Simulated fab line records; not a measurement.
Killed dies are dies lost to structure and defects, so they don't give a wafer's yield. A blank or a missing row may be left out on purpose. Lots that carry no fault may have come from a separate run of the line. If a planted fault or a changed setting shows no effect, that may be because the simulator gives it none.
Which tool was responsible? -- flow sky130 -- 11 lots with 33 wafers sampled at 6 steps, on a route of 708 steps

## WHAT THE GAUGES SHOWED, per wafer
SKY_SD_N_CD_MEAS_07 targets a cd of 380 nm. Usual: cd_nm at 380.4 nm, with a standard deviation of 1.9.
lot,measured,on,cd_nm (nm),flag
L312,day 27 19:37,cd_sem-02,379.4 379.8 379.0,
L313,day 28 02:46,cd_sem-01,380.4 380.5 380.5,
L316,day 29 11:34,cd_sem-02,379.1 378.8 377.6,
L318,day 29 18:31,cd_sem-02,381.6 379.4 379.8,
L320,day 31 06:25,cd_sem-02,383.0 381.2 382.0,
L324,day 31 23:50,cd_sem-02,378.8 378.3 379.0,
L327,day 32 21:22,cd_sem-02,381.0 379.0 377.9,
L331,day 34 16:40,cd_sem-01,381.0 378.2 382.3,
L333,day 34 16:31,cd_sem-01,382.7 381.9 384.1,
L334,day 34 22:55,cd_sem-02,381.1 380.8 380.1,
L335,day 35 07:49,cd_sem-02,380.8 379.6 380.1,

SKY_SD_N_RS_MEAS_16: a four-point-probe measurement. Usual: SD_N_RS 68.64 ohm/sq, standard deviation 0.12.
lot,measured,on,SD_N_RS (ohm/sq),flag
L312,day 27 20:28,film_metro-03,68.63 68.65 68.69,
L313,day 28 03:36,film_metro-03,68.53 68.51 68.51,
L316,day 29 12:25,film_metro-04,68.77 68.65 68.65,
L318,day 29 19:22,film_metro-03,68.36 68.61 68.59,
L320,day 31 07:15,film_metro-04,68.65 68.74 68.57,
L324,day 32 00:40,film_metro-01,68.66 68.63 68.67,
L327,day 32 22:15,film_metro-01,68.71 68.68 68.70,
L331,day 34 17:30,film_metro-04,68.78 68.81 68.80,
L333,day 34 17:22,film_metro-01,72.04 71.96 71.87,OFF
L334,day 34 23:49,film_metro-03,71.82 71.87 72.05,OFF
L335,day 35 08:42,film_metro-01,68.82 68.69 68.70,

SKY_SD_N_RS_MEAS_17: a four-point-probe measurement. Usual: SD_P_RS 147.3 ohm/sq, standard deviation 0.4.
lot,measured,on,SD_P_RS (ohm/sq),flag
L312,day 27 20:35,film_metro-03,147.4 147.6 147.4,
L313,day 28 03:43,film_metro-03,147.4 146.9 146.4,
L316,day 29 12:32,film_metro-04,147.7 147.3 147.6,
L318,day 29 19:29,film_metro-03,146.5 147.2 147.2,
L320,day 31 07:22,film_metro-04,147.5 147.6 147.6,
L324,day 32 00:47,film_metro-01,147.2 147.6 147.0,
L327,day 32 22:22,film_metro-01,147.4 147.8 147.5,
L331,day 34 17:37,film_metro-04,148.3 147.9 148.1,
L333,day 34 17:29,film_metro-01,165.9 166.2 166.4,OFF
L334,day 34 23:56,film_metro-03,166.2 166.3 166.7,OFF
L335,day 35 08:49,film_metro-01,147.9 147.6 147.4,

## EACH LOT AND THE TOOL THAT RAN IT (in order: tool; ch and the chambers of the sampled wafers; start)
lot,SKY_SPACER_ETCHBACK_02,SKY_POLY_CUT_ETCH_10,SKY_SD_N_RTA_14
L312,"rie_diel-04 ch 1,2,3, day 22 21:16","rie_diel-04 ch 0,1,2, day 24 03:40","rtp_anneal-02 ch 0, day 27 20:17"
L313,"rie_diel-03 ch 0,2,3, day 23 04:17","rie_diel-04 ch 1,2, day 24 10:29","rtp_anneal-01 ch 0, day 28 03:26"
L316,"rie_diel-01 ch 0,1,2, day 24 15:56","rie_diel-02 ch 0,1,3, day 25 21:37","rtp_anneal-02 ch 0, day 29 12:14"
L318,"rie_diel-01 ch 1,2, day 24 23:37","rie_diel-03 ch 0,2,3, day 26 04:49","rtp_anneal-01 ch 0, day 29 19:11"
L320,"rie_diel-03 ch 0,1,2, day 26 14:03","rie_diel-03 ch 1,3, day 27 19:07","rtp_anneal-02 ch 0, day 31 07:05"
L324,"rie_diel-03 ch 0,2,3, day 27 08:43","rie_diel-03 ch 1,2,3, day 28 13:10","rtp_anneal-02 ch 0, day 32 00:29"
L327,"rie_diel-03 ch 0,2,3, day 28 07:16","rie_diel-03 ch 1,2, day 29 11:25","rtp_anneal-01 ch 0, day 32 22:03"
L331,"rie_diel-01 ch 0,1,3, day 30 04:13","rie_diel-04 ch 0,1,2, day 31 08:47","rtp_anneal-01 ch 0, day 34 17:20"
L333,"rie_diel-04 ch 0,1,2, day 30 04:13","rie_diel-03 ch 1,2,3, day 31 08:10","rtp_anneal-02 ch 0, day 34 17:11"
L334,"rie_diel-04 ch 0,1,2, day 30 11:29","rie_diel-02 ch 1,2,3, day 31 14:49","rtp_anneal-02 ch 0, day 34 23:38"
L335,"rie_diel-03 ch 0,3, day 30 18:58","rie_diel-02 ch 0,2, day 31 22:43","rtp_anneal-01 ch 0, day 35 08:32"
- SKY_SPACER_ETCHBACK_02: etches Si3N4 in CH3F/O2, stops on SiO2, time 46.7 s, target depth 45 nm.
- SKY_POLY_CUT_ETCH_10: etches BARC in N2/H2, stops on SiO2, time 45.9 s, target depth 60 nm.
- SKY_SD_N_RTA_14: time 2 s.

## AS READ BY THE TOOLS THEMSELVES (means over the sampled wafers that have a number; for cases with no such wafer, the mark the record gives instead)
SKY_SPACER_ETCHBACK_02. Usual: chamber_pressure_mTorr 24.999 mTorr, standard deviation 0.023; drypump_motor_current_A 5.7 A, standard deviation 0.5; oes_product_au 0.856 a.u., standard deviation 0.0058; throttle_valve_pct 10.564 %, standard deviation 0.0096.
lot,tool,chamber_pressure_mTorr (mTorr),drypump_motor_current_A (A),oes_product_au (a.u.),throttle_valve_pct (%),flag
L312,rie_diel-04,25.005,5.8,0.861,10.564,
L313,rie_diel-03,24.994,5.9,0.854,10.568,
L316,rie_diel-01,25.011,6.0,0.860,10.559,
L318,rie_diel-01,24.994,6.2,0.853,10.563,
L320,rie_diel-03,24.987,6.1,0.858,10.573,
L324,rie_diel-03,24.982,5.9,0.857,10.566,
L327,rie_diel-03,24.986,5.9,0.860,10.569,
L331,rie_diel-01,25.002,5.4,0.855,10.567,
L333,rie_diel-04,24.996,5.7,0.856,10.564,
L334,rie_diel-04,25.000,5.7,0.860,10.570,
L335,rie_diel-03,24.988,5.7,0.853,10.556,

SKY_POLY_CUT_ETCH_10. Usual: chamber_pressure_mTorr 30.001 mTorr, standard deviation 0.024; drypump_motor_current_A 5.7 A, standard deviation 0.58; n2_flow_sccm 100.0 sccm, standard deviation 0.33; oes_product_au 0.855 a.u., standard deviation 0.0044; throttle_valve_pct 13.225 %, standard deviation 0.0089.
lot,tool,chamber_pressure_mTorr (mTorr),drypump_motor_current_A (A),n2_flow_sccm (sccm),oes_product_au (a.u.),throttle_valve_pct (%),flag
L312,rie_diel-04,30.021,5.7,100.0,0.856,13.224,
L313,rie_diel-04,29.998,5.5,100.0,0.857,13.216,
L316,rie_diel-02,30.018,4.9,100.2,0.847,13.236,
L318,rie_diel-03,30.010,5.9,100.1,0.855,13.227,
L320,rie_diel-03,29.989,5.8,99.6,0.858,13.216,
L324,rie_diel-03,29.979,5.9,100.1,0.856,13.234,
L327,rie_diel-03,29.985,6.3,99.9,0.855,13.232,
L331,rie_diel-04,30.005,5.6,100.0,0.854,13.222,
L333,rie_diel-03,29.985,6.0,99.7,0.859,13.227,
L334,rie_diel-02,29.993,5.4,100.2,0.857,13.221,
L335,rie_diel-02,30.006,6.1,100.4,0.859,13.223,

SKY_SD_N_RTA_14. Usual: lamp_power_pct 15.74 %, standard deviation 0.054; wafer_temp_C_max 1077.9, standard deviation 1.4.
lot,tool,lamp_power_pct (%),wafer_temp_C_max,flag
L312,rtp_anneal-02,15.71,1078.2,
L313,rtp_anneal-01,15.75,1077.9,
L316,rtp_anneal-02,15.76,1077.6,
L318,rtp_anneal-01,15.80,1078.8,
L320,rtp_anneal-02,15.74,1079.0,
L324,rtp_anneal-02,15.79,1078.6,
L327,rtp_anneal-01,15.76,1077.3,
L331,rtp_anneal-01,15.77,1077.4,
L333,rtp_anneal-02,15.02,1078.7,OFF
L334,rtp_anneal-02,15.04,1078.2,OFF
L335,rtp_anneal-01,15.74,1077.3,

## THE ANSWER, worked out from the rows above alone
Rule: take the mean of a lot's wafers that have a number; if it is more than 3 standard deviations from the usual mean, the lot is off. A lot without any number at a reading at which 4 lots or more have one is off too. Any other lot the step has rows for is counted as sound. After the gauges, taken in route order, come the tools' own readings; for these a lot's mean is taken, as printed above. The first step at which some lot is off is used, and at that step the reading that is off furthest; a lot without a number counts as furthest.
Off: at SKY_SD_N_RS_MEAS_16 (SD_N_RS), L333, L334.
A tool fits if, at a process step before that reading, it ran every lot that is off, and no sound lot after the first of them. The gauges at SKY_SD_N_RS_MEAS_16 aren't tried: what is off there is off at SKY_SD_N_RTA_14 too, on other tools, and a gauge's error can't cause that. Can't be told from this: 2 tools fit, rie_diel-04 at SKY_SPACER_ETCHBACK_02, rtp_anneal-02 at SKY_SD_N_RTA_14.

## WHAT HAD BEEN PUT IN BY THE SIMULATOR
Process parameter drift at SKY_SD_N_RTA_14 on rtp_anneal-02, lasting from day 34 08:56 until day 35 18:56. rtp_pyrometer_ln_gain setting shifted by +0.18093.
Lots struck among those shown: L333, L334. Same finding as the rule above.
